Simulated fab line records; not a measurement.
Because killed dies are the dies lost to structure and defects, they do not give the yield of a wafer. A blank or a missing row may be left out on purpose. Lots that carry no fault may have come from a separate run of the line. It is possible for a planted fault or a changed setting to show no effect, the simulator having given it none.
Check of tool commonality	flow gf180mcu	Sampled: 13 lots, 48 wafers

== REASON FOR OPENING ==
Of 13 lots, 3 have the reading VT_IMPLANT_TW flagged at GF_VT_IMPLANT_TW_MEAS_10. Wafers without a fault read 559, standard deviation 4.2.
Rule: flag the lot when none of its wafers has a number, or when each of its wafers that has one lies beyond 4 standard deviations from that mean. The rest of the lots are taken to be sound.

lot	measured	on	VT_IMPLANT_TW, wafer by wafer	flag
L170	day 5 21:02	filmMetro-04	693 693 691 696 694 693	FLAGGED
L171	day 6 00:41	filmMetro-03	563 566 561	
L175	day 6 22:01	filmMetro-01	558 556 557	
L176	day 7 03:16	filmMetro-01	694 693 693 694 690 696	FLAGGED
L177	day 7 09:57	filmMetro-03	707 704 701 703 706 702	FLAGGED
L180	day 8 06:11	filmMetro-03	563 561 563	
L187	day 10 03:20	filmMetro-04	559 560 562	
L188	day 10 07:05	filmMetro-01	556 557 552	
L189	day 10 12:06	filmMetro-04	561 560 558	
L190	day 10 20:38	filmMetro-01	553 556 557	
L191	day 11 01:05	filmMetro-04	556 553 554	
L192	day 11 06:10	filmMetro-01	552 554 551	
L193	day 11 13:06	filmMetro-01	557 552 554	
Average over the flagged lots: 697; offset from the usual +138, equal to +33 standard deviations.

== WHICH TOOL RAN EACH LOT ==
The record holds 3 process steps before the reading, out of a route of 602 steps. Cell contents, in order: the tool; ch with the chambers the sampled wafers went through; the start.
lot	flag	GF_STI_STRIP_15	GF_NWELL_STRIP_10	GF_VT_IMPLANT_IMPLANT_08
L170	FLAGGED	plasmaAsher-04 ch 0,1, day 2 05:21	plasmaAsher-03 ch 0,1, day 3 11:42	implanter-04 ch 0, day 5 20:30
L171		plasmaAsher-04 ch 0,1, day 2 08:49	plasmaAsher-03 ch 0,1, day 3 17:18	implanter-04 ch 0, day 6 00:26
L175		plasmaAsher-04 ch 0,1, day 3 04:41	plasmaAsher-04 ch 0,1, day 4 12:43	implanter-04 ch 0, day 6 21:49
L176	FLAGGED	plasmaAsher-03 ch 0,1, day 3 09:01	plasmaAsher-02 ch 0,1, day 4 16:15	implanter-02 ch 0, day 7 02:43
L177	FLAGGED	plasmaAsher-01 ch 0,1, day 3 13:02	plasmaAsher-02 ch 0,1, day 4 22:26	implanter-01 ch 0, day 7 09:23
L180		plasmaAsher-01 ch 0,1, day 4 05:08	plasmaAsher-02 ch 0,1, day 5 15:02	implanter-02 ch 0, day 8 05:56
L187		plasmaAsher-03 ch 0,1, day 5 19:56	plasmaAsher-04 ch 0,1, day 7 08:11	implanter-01 ch 0, day 10 03:05
L188		plasmaAsher-04 ch 0, day 6 00:00	plasmaAsher-02 ch 0,1, day 7 11:36	implanter-01 ch 0, day 10 06:50
L189		plasmaAsher-04 ch 0,1, day 6 04:12	plasmaAsher-03 ch 0,1, day 7 16:03	implanter-01 ch 0, day 10 11:52
L190		plasmaAsher-01 ch 0,1, day 6 10:16	plasmaAsher-03 ch 0,1, day 7 23:53	implanter-01 ch 0, day 10 20:23
L191		plasmaAsher-04 ch 0,1, day 6 13:46	plasmaAsher-02 ch 0,1, day 8 04:03	implanter-04 ch 0, day 11 00:51
L192		plasmaAsher-03 ch 0,1, day 6 18:22	plasmaAsher-02 ch 0, day 8 07:35	implanter-01 ch 0, day 11 05:56
L193		plasmaAsher-04 ch 0,1, day 7 01:25	plasmaAsher-04 ch 0,1, day 8 13:31	implanter-01 ch 0, day 11 12:53
These steps, and what they do:
- GF_STI_STRIP_15: strips in O2/N2.
- GF_NWELL_STRIP_10: strips in O2/N2.
- GF_VT_IMPLANT_IMPLANT_08
- GF_VT_IMPLANT_TW_MEAS_10

== FLAGGED OVER TOTAL, TOOL BY TOOL (the gauges that took the reading come last) ==
step	tool	lots run	flagged	share of the flagged lots	sound lots run after its first flagged lot
GF_STI_STRIP_15	plasmaAsher-01	3	1	some	2 (L180,L190)
GF_STI_STRIP_15	plasmaAsher-03	3	1	some	2 (L187,L192)
GF_STI_STRIP_15	plasmaAsher-04	7	1	some	6 (L171,L175,L188,L189,L191,L193)
GF_NWELL_STRIP_10	plasmaAsher-02	6	2	some	4 (L180,L188,L191,L192)
GF_NWELL_STRIP_10	plasmaAsher-03	4	1	some	3 (L171,L189,L190)
GF_NWELL_STRIP_10	plasmaAsher-04	3	0	none	-
GF_VT_IMPLANT_IMPLANT_08	implanter-01	7	1	some	6 (L187,L188,L189,L190,L192,L193)
GF_VT_IMPLANT_IMPLANT_08	implanter-02	2	1	some	1 (L180)
GF_VT_IMPLANT_IMPLANT_08	implanter-04	4	1	some	3 (L171,L175,L191)
GF_VT_IMPLANT_TW_MEAS_10	filmMetro-01	6	1	some	4 (L188,L190,L192,L193)
GF_VT_IMPLANT_TW_MEAS_10	filmMetro-03	3	1	some	1 (L180)
GF_VT_IMPLANT_TW_MEAS_10	filmMetro-04	4	1	some	3 (L187,L189,L191)

== WHAT THE TABLE PERMITS ==
No row of the table ran every flagged lot.

== WHAT THE SIMULATOR HAD PUT IN ==
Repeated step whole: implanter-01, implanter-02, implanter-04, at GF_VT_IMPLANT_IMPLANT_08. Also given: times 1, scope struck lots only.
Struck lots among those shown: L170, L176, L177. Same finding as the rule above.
